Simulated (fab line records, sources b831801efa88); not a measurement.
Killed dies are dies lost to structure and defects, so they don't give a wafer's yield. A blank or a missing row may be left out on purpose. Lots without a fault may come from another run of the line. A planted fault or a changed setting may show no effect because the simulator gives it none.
Which tool did it? | flow gf180mcu | 6 lots, 18 wafers sampled, at 4 steps of a route of 602

WHAT THE GAUGES READ, wafer by wafer
GF_PASSIVATION_THK_MEAS_03.
lot  | measured     | on            | PASSIVATION_CVD_02_THK (nm)
L438 | day 28 21:01 | film_metro-03 | 701 710 720
L442 | day 30 02:05 | film_metro-03 | 694 709 704
L444 | day 30 20:08 | film_metro-01 | 688 690 701
L449 | day 32 03:22 | film_metro-03 | 541 705 706
L451 | day 32 18:40 | film_metro-01 | 699 693 536
L458 | day 34 02:34 | film_metro-02 | 676 704 697

WHICH TOOL RAN EACH LOT (tool, then ch and the chambers of the sampled wafers, then the start)
lot  | GF_M4_SPUTTER_02             | GF_M4_SPUTTER_03             | GF_PASSIVATION_CVD_02
L438 | pvd_sputter-03, day 23 06:52 | pvd_sputter-03, day 23 06:54 | pecvd-02 ch 0,2, day 28 20:43
L442 | pvd_sputter-02, day 24 18:14 | pvd_sputter-02, day 24 18:16 | pecvd-03 ch 0,1,2, day 30 01:47
L444 | pvd_sputter-03, day 25 10:44 | pvd_sputter-03, day 25 10:46 | pecvd-01 ch 1,2, day 30 19:50
L449 | pvd_sputter-03, day 27 01:29 | pvd_sputter-03, day 27 01:31 | pecvd-01 ch 0,1,2, day 32 03:11
L451 | pvd_sputter-04, day 27 21:17 | pvd_sputter-04, day 27 21:19 | pecvd-01 ch 0,1,2, day 32 18:22
L458 | pvd_sputter-02, day 29 11:20 | pvd_sputter-02, day 29 11:22 | pecvd-02 ch 0,1, day 34 02:16
- GF_M4_SPUTTER_02: material AlCu, target thk 450 nm, time 23.9 s.
- GF_M4_SPUTTER_03: material Ti, target thk 10 nm, time 6.7 s.
- GF_PASSIVATION_CVD_02: deposits Si3N4, target thk 700 nm, time 486.18 s.

THE ANSWER, worked out from the rows above alone
Rule: what is usual is taken from the lots themselves. Put in order of their means at a reading, lots are off if they are a third of the lots or fewer, leave a main group of 4 or more, and stand apart from it by a gap of 3 or more times the standard deviation of the main group's means; of several such gaps the widest counts. A main group whose means are all the same, to the digits that the tables above print for the reading, isn't used. A lot without any number at a reading at which 4 lots or more have one is off too. The other lots that the step has rows for count as sound.
Off: L449, L451, at GF_PASSIVATION_THK_MEAS_03 (PASSIVATION_CVD_02_THK). The main group: mean 700 nm, standard deviation 7.4.
A tool fits if, at a process step before that reading, it ran every lot that is off, and no sound lot after the first of them. The gauges at GF_PASSIVATION_THK_MEAS_03 are tried like those tools. One fits: pecvd-01 at GF_PASSIVATION_CVD_02. Its last sound lot is L444 (day 30 19:50), its first lot that is off L449 (day 32 03:11): a fault that began between those two fits.

WHAT THE SIMULATOR HAD PUT IN
Process parameter drift: pecvd-01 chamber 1, from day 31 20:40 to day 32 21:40, at GF_PASSIVATION_CVD_02. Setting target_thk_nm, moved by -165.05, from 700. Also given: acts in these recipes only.
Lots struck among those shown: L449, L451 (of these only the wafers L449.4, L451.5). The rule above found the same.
